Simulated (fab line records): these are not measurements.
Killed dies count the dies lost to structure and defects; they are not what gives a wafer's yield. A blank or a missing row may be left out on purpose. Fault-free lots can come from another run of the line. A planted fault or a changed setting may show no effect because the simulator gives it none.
Code-filled problem report in 8D (eight disciplines) form	flow gf180mcu	the parts of the form that need people (team, actions taken, sign-off) are left out

## 1. THE PROBLEM
HV_LDD_RS at GF_HV_LDD_RS_MEAS_53 reads a mean of 425.5 ohm/sq on 6 wafers of 2 lots; wafers without a fault read 418.6 ohm/sq with a standard deviation of 1. Measured from the usual mean, that is +6.9 standard deviations.
The step: measures by four-point-probe.
Earliest sighting: wafer L123.1 on film-metro-04 at day 18 14:08. The record holds 42 wafers of 14 lots with a number at this step. Rule for "out", or "out of limits": more than 4 standard deviations from the usual mean. The other wafers with a number count as sound.

## 2. WHAT IT IS, AND WHAT IT ISN'T
question	is	is not
which readings at this step	HV_LDD_RS	-
which lots	L123, L125	L109, L111, L112, L113, L114, L115, L116, L117, L118, L121, L122, L124
which wafers of those lots	all that have a number	-
read on which gauges	film-metro-02, film-metro-04	film-metro-03
when	from day 18 14:08	up to then (33 sound wafers); but 3 sound wafers of L124 came after

## 3. THE SUSPECTS, EACH WITH WHAT RULES IT OUT
Counting: a tool at any process step up to the reading remains a suspect when it ran all the lots that are out and ran no sound lot after the first of those.
- the gauge at GF_HV_LDD_RS_MEAS_53 has been ruled out. The wafers that are out were read on 2 gauges (film-metro-02, film-metro-04).
- implanter-01 at GF_HV_LDD_IMPLANT_09: kept. It processed each lot that is out, first L123 at day 15 15:46, and no sound lot thereafter; up to then, the last sound lot it processed was L122 at day 15 10:38.
The count leaves implanter-01 at GF_HV_LDD_IMPLANT_09.

## 4. THE CAUSE (what the simulator had put in)
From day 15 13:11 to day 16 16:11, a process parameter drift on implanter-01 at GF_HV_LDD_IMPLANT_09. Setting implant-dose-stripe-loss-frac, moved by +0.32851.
After counting, this tool was the only one left.

## 5. SEQUENCE OF EFFECTS, ordered by route
Rows list readings where the struck wafers' mean (over those with a number) sits beyond 3 standard deviations from the usual. Only readings for which the record gives a usual standard deviation are gone through. hours: the time from each lot's start at the first step in this table that gives one to its start at this step, as a median over the lots. sigmas: the change in usual standard deviations.
hours	step	reading	usual	on struck wafers	change	sigmas
0	GF_HV_LDD_RS_MEAS_53	HV_LDD_RS	418.6 ohm/sq	425.5	+6.9	+6.9
At these later measuring or inspecting steps, every struck wafer for which the step has a row has a number for every such reading, and none has moved that far: GF_M1_RS_MEAS_05.

## 6. WHAT WOULD HAVE CAUGHT IT SOONER
Counted from the fault's start at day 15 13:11, it took 73 hours until the first out-of-limits reading at a measuring or inspecting step in this record, taken at day 18 14:08.
By day 18 14:08 the whole set of lots that are out, 2 in number, had already begun GF_HV_LDD_IMPLANT_09 on implanter-01. Holding the tool at that point would not have protected any of them.
